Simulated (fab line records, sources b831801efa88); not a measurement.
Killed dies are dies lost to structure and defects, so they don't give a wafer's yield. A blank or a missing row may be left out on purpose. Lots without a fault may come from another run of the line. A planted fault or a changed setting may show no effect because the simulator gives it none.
One fault seen from 2 desks | flow sky130 | each desk has only its own numbers; what lay behind them comes last

THE METROLOGY DESK
What the gauges read, lot by lot, whatever tool the lot ran on: means of the sampled wafers that have a number. A lot is out of limits, marked OUT, if its mean lies more than 4 standard deviations from the usual mean; the brackets give that distance.
Columns: A = VIA2_W_RS at SKY_VIA2_RS_MEAS_22, usual 0.272 ohm/sq; B = VIA2_W_THK at SKY_VIA2_THK_MEAS_23, usual 408 nm; C = METAL4_OVL at SKY_METAL4_OVL_MEAS_14, usual 1 nm
lot  | first seen here | A               | B             | C
L986 | day 37 12:07    | 0.277           | 397           | 2
L987 | day 37 14:17    | 0.269           | 414           | 6
L988 | day 37 17:22    | 0.276           | 398           | -6
L994 | day 39 13:40    | 0.275           | 402           | -3
L997 | day 40 04:23    | 0.271           | 406           | 1
L999 | day 41 10:31    | 0.273           | 410           | 8
L104 | day 43 07:07    | 0.271           | 406           | 2
L107 | day 43 11:29    | 0.274           | 404           | -0
L106 | day 43 12:23    | 0.182 (-16) OUT | -             | 9
L109 | day 43 23:46    | 0.187 (-15) OUT | 566 (+17) OUT | 4
This desk's finding: out of limits on L106, L109; first on L106, day 43 12:23 (VIA2_W_RS at SKY_VIA2_RS_MEAS_22). In limits: L986, L987, L988, L994, L997, L999, L104, L107.

THE TOOL OWNER'S DESK: cvd_w-02
The tool's own readings at SKY_VIA2_CVD_21 (deposits W, target thk 420 nm, time 126.4 s): means of the sampled wafers that have a number, for each lot that ran on this tool. A lot is out of limits, marked OUT, if its mean lies more than 4 standard deviations from the usual mean; the brackets give that distance.
Columns: A = heater_power_w at SKY_VIA2_CVD_21, usual 811 W; B = susceptor_temp_C at SKY_VIA2_CVD_21, usual 400.02 C
lot  | first seen here | A   | B
L986 | day 37 11:59    | 796 | 400.02
L987 | day 37 14:09    | 766 | 400.16
L994 | day 39 13:32    | 794 | 400.19
L999 | day 41 10:23    | 790 | 400.10
L106 | day 43 12:14    | 888 | 422.33 (+97) OUT
L109 | day 43 23:31    | 914 | 422.24 (+97) OUT
This desk's finding: out of limits on L106, L109; first on L106, day 43 12:14 (susceptor_temp_C at SKY_VIA2_CVD_21). In limits: L986, L987, L994, L999.

PUT TOGETHER
The tool owner's desk could have raised an alarm at day 43 12:14, on L106, L109.
The metrology desk could have raised an alarm at day 43 12:23, on L106, L109.
Of the lots named, all ran SKY_VIA2_CVD_21 on cvd_w-02.

WHAT THE SIMULATOR HAD PUT IN
Process parameter drift: cvd_w-02, from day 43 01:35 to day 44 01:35, at SKY_VIA2_CVD_21. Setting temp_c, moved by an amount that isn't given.
Lots struck among those shown: L106, L109.
Hours from the fault's start to each desk's first reading out of limits: the tool owner's desk, 11; the metrology desk, 11.
